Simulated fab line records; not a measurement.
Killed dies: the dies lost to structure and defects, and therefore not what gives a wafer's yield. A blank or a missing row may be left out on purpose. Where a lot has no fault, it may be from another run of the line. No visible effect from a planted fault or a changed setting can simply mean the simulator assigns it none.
A lot that was struck, set against a sound lot :: flow sky130 :: 17 steps out of a route of 708
Sound: wafers L246.3, L246.4, L246.6. The struck wafers were L240.3, L240.5, L240.6. The cause is given at the end.
Each step with rows lists, per side, the tool, then ch with its chambers, then its first start. Under that, the readings that differ: sound wafers :: struck wafers :: difference of the means :: sigmas: that difference in standard deviations of wafers without a fault.
alike: a reading whose means differ by less than 2 such deviations, as well as words and numbers matching on both sides. not compared: withheld readings; readings where some wafer has no value; bounds like >300 that might hide an equal value; numbers whose values overlap and for which the record gives no deviation.
The two part at a step that has a row with sigmas, a row that says differs or no value, or rows on one side only. Numbers that have no deviation but don't overlap get no sigmas and don't part them. Lack of a reading on every wafer of one side parts them only where that side has two or more wafers.

first, 5 steps without rows for these wafers: SKY_SD_N_COAT_02 (resist thk 1140 nm); SKY_SD_N_SOFTBAKE_03 (time 60 s); SKY_SD_N_EXPOSE_04 (exposes mask NSDM, target cd 380 nm); SKY_SD_N_PEB_05; SKY_SD_N_DEVELOP_06 (develop time 60 s).
SKY_SD_N_CD_MEAS_07: target cd 380 nm.
  sound on cd sem-01, day 34 03:05; struck on cd sem-01, day 32 05:35
reading: cd nm (nm)
sound: 384.0 383.8 381.6
struck: 377.1 379.0 378.1
difference: -5.1
sigmas: -2
SKY_SD_N_OVL_MEAS_08:
  sound on overlay-02, day 34 03:11; struck on overlay-02, day 32 05:41
  alike: SD_N_OVL
then, 2 steps without rows for these wafers: SKY_SD_N_IMPLANT_09; SKY_SD_N_IMPLANT_10.
SKY_SD_N_STRIP_11: strips in O2/N2.
  sound on plasma asher-03 ch 0,1, day 34 03:32; struck on plasma asher-03 ch 0,1, day 32 06:02
  alike: drypump motor current A, oes product au, strip time to endpoint s
SKY_SD_N_TW_MEAS_12:
  sound on film metro-01, day 34 03:37; struck on film metro-04, day 32 06:07
  alike: SD_N_TW
then, 1 step without rows for these wafers: SKY_SD_N_CLEAN_13 (cleans in SC1/SC2, time 150 s).
SKY_SD_N_RTA_14: time 2 s.
  sound on rtp anneal-02 ch 0, day 34 03:44; struck on rtp anneal-01 ch 0, day 32 06:14
reading: lamp power pct (%)
sound: 15.69 15.64 15.73
struck: 15.03 15.07 14.98
difference: -0.66
sigmas: -12
  alike: ramp up c per s, wafer_temp_C_max
SKY_SD_N_RS_MEAS_16: a four-point-probe measurement.
  sound on film metro-04, day 34 03:56; struck on film metro-03, day 32 06:26
reading: SD_N_RS (ohm/sq)
sound: 68.39 68.47 68.33
struck: 71.84 72.04 72.01
difference: +3.57
sigmas: +27
SKY_SD_N_RS_MEAS_17: a four-point-probe measurement.
  sound on film metro-04, day 34 04:03; struck on film metro-03, day 32 06:33
reading: SD_P_RS (ohm/sq)
sound: 146.5 146.6 146.7
struck: 165.9 165.9 165.5
difference: +19.2
sigmas: +46
SKY_SD_N_RS_MEAS_18: a four-point-probe measurement.
  sound on film metro-04, day 34 04:10; struck on film metro-03, day 32 06:40
  alike: RES_XHIGH_RS
-- a jump in the record: the struck wafers' starts before and after are 17 days apart (it breaks off in module SD_N and resumes in module PAD_OPEN, where the first step shown is number 708 of the route) --
SKY_PAD_OPEN_PROBE_99:
  sound on prober-02, day 50 05:16; struck on prober-01, day 48 20:37
reading: killed at other
sound: 0 0 1
struck: 1 2 2
difference: +1
sigmas: +2

reading: model.etest.res xhigh po.line ohm um
sound: 5523 5787 5640
struck: 6836 7516 7055
difference: +1486
sigmas: 

reading: model.etest.res xhigh po.rs ohm sq
sound: 1939 2027 1974
struck: 2392 2643 2480
difference: +525
sigmas: 

reading: model.etest.pfet_01v8.r on ohm um
sound: 2925 2876 2941
struck: 3199 3184 3149
difference: +263
sigmas: 

reading: model.etest.tip p.rs ohm sq
sound: 6899 6963 6952
struck: 6998 7005 7018
difference: +69
sigmas: 

reading: model.etest.res pdiff.line ohm um
sound: 1401 1361 1370
struck: 1581 1566 1575
difference: +197
sigmas: 

reading: model.etest.res high po.line ohm um
sound: 736 756.8 741.9
struck: 873.3 909.3 893
difference: +147.0
sigmas: 

reading: model.etest.pfet g5v0d10v5.r on ohm um
sound: 4764 4748 4821
struck: 4847 4858 4848
difference: +73
sigmas: 

reading: model.etest.licon high po.rc ohm
sound: 344.8 333.1 347.2
struck: 455.5 477.1 457.4
difference: +121.6
sigmas: 
  alike: killed_at_M0_to_M3, killed_at_M4_up, killed at contacts, killed at front end, killed dies, killed open, killed short

WHERE THEY PART
At SKY_SD_N_CD_MEAS_07 first; at SKY_PAD_OPEN_PROBE_99 last (within this record only).

WHY: what had been put in by the simulator
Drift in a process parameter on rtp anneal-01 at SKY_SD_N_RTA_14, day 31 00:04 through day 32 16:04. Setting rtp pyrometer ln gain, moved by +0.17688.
